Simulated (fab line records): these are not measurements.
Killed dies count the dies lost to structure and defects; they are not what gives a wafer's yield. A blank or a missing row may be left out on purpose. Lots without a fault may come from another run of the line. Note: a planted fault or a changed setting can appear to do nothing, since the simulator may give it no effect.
Lot-split experiment    flow sky130    5 lots, 23 wafers read, on a route of 708 steps

## THE SPLIT ITSELF
At SKY_METAL1_METAL_ETCH_19 (etches the open film in Cl2/BCl3, stops on SiO2, target depth 360 nm, time 78 s), the setting time-s was moved away from the recipe's 78 s on 6 of the 23 wafers read, by -13.5% to +5.1%. This setting was run at the recipe's value on the other wafers.

The split's own step is where the reading is taken.

## THE READING
oes-product-au, in a.u., at SKY_METAL1_METAL_ETCH_19 (etches the open film in Cl2/BCl3, stops on SiO2, target depth 360 nm, time 78 s). A value of 0.855 a.u. with a standard deviation of 0.006 a.u. is what fault-free wafers of this fab line usually give.

wafer   tool, chamber at the split  time-s as run, s  against the recipe  oes-product-au, a.u.  against lot-mates on the recipe
L076.1  rie-metal-03, 1             78                recipe              0.857                 -
L076.2  rie-metal-03, 0             78                recipe              0.848                 -
L076.3  rie-metal-03, 0             78                recipe              0.856                 -
L076.4  rie-metal-03, 1             78                recipe              0.852                 -
L076.5  rie-metal-03, 1             78                recipe              0.865                 -
L078.2  rie-metal-04, 0             78                recipe              0.840                 -
L078.5  rie-metal-04, 0             78                recipe              0.856                 -
L078.6  rie-metal-04, 1             78                recipe              0.861                 -
L079.2  rie-metal-02, 0             81.98             +5.1%               0.852                 -0.004
L079.3  rie-metal-02, 0             78                recipe              0.859                 -
L079.4  rie-metal-02, 1             78                recipe              0.850                 -
L079.5  rie-metal-02, 0             81.98             +5.1%               0.859                 +0.003
L079.6  rie-metal-02, 1             78                recipe              0.858                 -
L080.1  rie-metal-04, 1             78                recipe              0.859                 -
L080.2  rie-metal-04, 0             67.5              -13.5%              0.932                 +0.073
L080.3  rie-metal-04, 0             67.5              -13.5%              0.925                 +0.066
L080.4  rie-metal-04, 1             78                recipe              0.860                 -
L080.5  rie-metal-04, 0             78                recipe              0.858                 -
L085.1  rie-metal-04, 1             78                recipe              0.857                 -
L085.2  rie-metal-04, 0             81.33             +4.3%               0.854                 -0.003
L085.3  rie-metal-04, 1             81.33             +4.3%               0.855                 -0.002
L085.5  rie-metal-04, 1             78                recipe              0.853                 -
L085.6  rie-metal-04, 0             78                recipe              0.861                 -

THE FIT
A straight line over all 23 wafers: oes-product-au changes by -0.00429 a.u. for each +1% of time-s; r = -0.89; the points scatter about the line by 0.0099 a.u.
The same after taking each lot's own level away (the mean of its wafers on the recipe; 23 wafers): -0.00412 a.u. for each +1%; r = -0.90; scatter 0.0093 a.u.
Per that fit: largest time-s move, reading shift of 0.055 a.u.
The lots' own levels span 0.8523 to 0.8590 a.u., that is 1.1 times the standard deviation above.
Consequently the slope shifts little with the lot-to-lot level, the two slopes agreeing.
Check: with one of the wafers moved furthest among these (-13.5%) left out of the fit, the line predicts +0.05 a.u. for it against its lot-mates. Against them it came out at +0.073 a.u.
Tool readings at the split's step, against how far the setting was moved: oes-product-au r = -0.89.

## OTHER SPLITS APPLIED TO THESE WAFERS
Other splits were also applied to these wafers ahead of the reading. Each is held against what the fit with the lots' levels taken away leaves over:
other split on the same wafers                         wafers away from the commonest value  r with oes-product-au (lot level and that fit taken away)
SKY_SD_N_IMPLANT_09 energy-kev                         11                                    +0.12
SKY_LI_CONTACT_HDPCVD_00 time-s                        4                                     -0.21
SKY_LI_CONTACT_EXPOSE_09 dose-mj                       4                                     +0.33
SKY_LOCAL_INTERCONNECT_SPUTTER_00 chamber-pressure-pa  15                                    -0.10
SKY_CONTACT_ETCH_16 time-s                             10                                    -0.18
SKY_METAL1_SPUTTER_03 time-s                           10                                    +0.07

## THE WHOLE CHAIN: every reading that the file lists as answering this split, in the file's order
step                      what it does                                                                     reading                                                                              change (the file's fit)                    r (the file's)
SKY_METAL1_METAL_ETCH_19  etches the open film in Cl2/BCl3, stops on SiO2, target depth 360 nm, time 78 s  oes-product-au                                                                       -0.00425 a.u. for each +1% of the setting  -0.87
SKY_METAL1_METAL_ETCH_19  etches the open film in Cl2/BCl3, stops on SiO2, target depth 360 nm, time 78 s  KrF-thick_of_METAL1_COAT_10.thk-nm (the simulator's own value, which no gauge read)  -1.92 nm for each +1% of the setting       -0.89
SKY_METAL1_STRIP_20       strips in O2/N2                                                                  strip-time-to-endpoint-s                                                             withheld for each +1% of the setting       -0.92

## FILE'S OWN FIT
oes-product-au changes by -0.00425 a.u. for each +1% of time-s, r = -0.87.
